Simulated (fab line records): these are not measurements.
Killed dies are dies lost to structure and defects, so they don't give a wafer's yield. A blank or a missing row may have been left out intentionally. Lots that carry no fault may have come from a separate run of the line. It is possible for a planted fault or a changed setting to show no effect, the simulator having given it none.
Comparing a struck lot with a sound one + flow sky130 + 14 out of 708 route steps
Sound: wafers L190.3, L190.5, L190.6. Wafers struck: L193.1, L193.3, L193.5. The cause is given at the end.
Order at every step that has rows: each side's tool, ch and its chambers, its first start. Under that, the readings that differ: sound wafers + struck wafers + difference of the means + sigmas: that difference in standard deviations of wafers without a fault.
alike: readings with means less than 2 such deviations apart, plus words and numbers identical on both sides. not compared: withheld readings, readings lacking a value on some wafer, bounds such as >300 that could conceal the same value, and numbers that have no deviation in the record and whose values overlap.
A row with sigmas, a row that says differs or no value, or rows on one side alone: a step with any of these is where the two part. Non-overlapping numbers with no deviation appear without sigmas and do not part them. Lack of a reading on every wafer of one side parts them only where that side has two or more wafers.

first, 1 step without rows for these wafers: SKY_LDD_P_DEVELOP_06 (develop time 60 s).
SKY_LDD_P_CD_MEAS_07: the cd target is 380 nm.
  struck on cdSem-01, day 22 16:29; sound on cdSem-02, day 21 04:40
  alike: cdNm
SKY_LDD_P_OVL_MEAS_08:
  struck on overlay-02, day 22 16:36; sound on overlay-02, day 21 04:46
  alike: LDD_P_OVL
next, for these wafers, 1 step has no rows: SKY_LDD_P_IMPLANT_09.
SKY_LDD_P_STRIP_10: strips in O2/N2.
  sound on plasmaAsher-02 ch 0,1, day 21 04:58; struck on plasmaAsher-02 ch 0,1, day 22 16:47
  alike: chamberPressureMTorr, drypumpMotorCurrentA, oesProductAu, stripTimeToEndpointS
  not compared: rfHoursCounterH
SKY_LDD_P_TW_MEAS_11:
  struck on filmMetro-04, day 22 16:53; sound on filmMetro-03, day 21 05:04
  alike: LDD_P_TW
then, 6 steps without rows for these wafers: SKY_LDD_HVN_DEHYDRATE_00 (time 60 s); SKY_LDD_HVN_HMDS_01 (prime time 60 s); SKY_LDD_HVN_COAT_02 (resist thk 300 nm); SKY_LDD_HVN_SOFTBAKE_03 (time 60 s); SKY_LDD_HVN_EXPOSE_04 (exposes mask HVNTM, target cd 700 nm); SKY_LDD_HVN_PEB_05.
SKY_LDD_HVN_DEVELOP_06: develop time 60 s.
  struck on lithoTrack-04, day 23 22:17; sound on lithoTrack-02 ch 0, day 22 10:44
  no value came back on the struck wafers for chillPlateTempC (C), developTimeS (s); on the sound wafers chillPlateTempC (C) reads 23.12 22.87 23.18
SKY_LDD_HVN_OVL_MEAS_07:
  struck on overlay-01, day 23 22:26; sound on overlay-01, day 22 10:50
| reading          | sound       | struck | difference                    | sigmas |
|------------------|-------------|--------|-------------------------------|--------|
| LDD_HVN_OVL (nm) | 2.3 2.2 0.9 | - - -  | no value on the struck wafers |        |

WHERE THEY PART
Last at SKY_LDD_HVN_OVL_MEAS_07 as far as this record goes, first at SKY_LDD_HVN_DEVELOP_06.

WHY: what the simulator had put in
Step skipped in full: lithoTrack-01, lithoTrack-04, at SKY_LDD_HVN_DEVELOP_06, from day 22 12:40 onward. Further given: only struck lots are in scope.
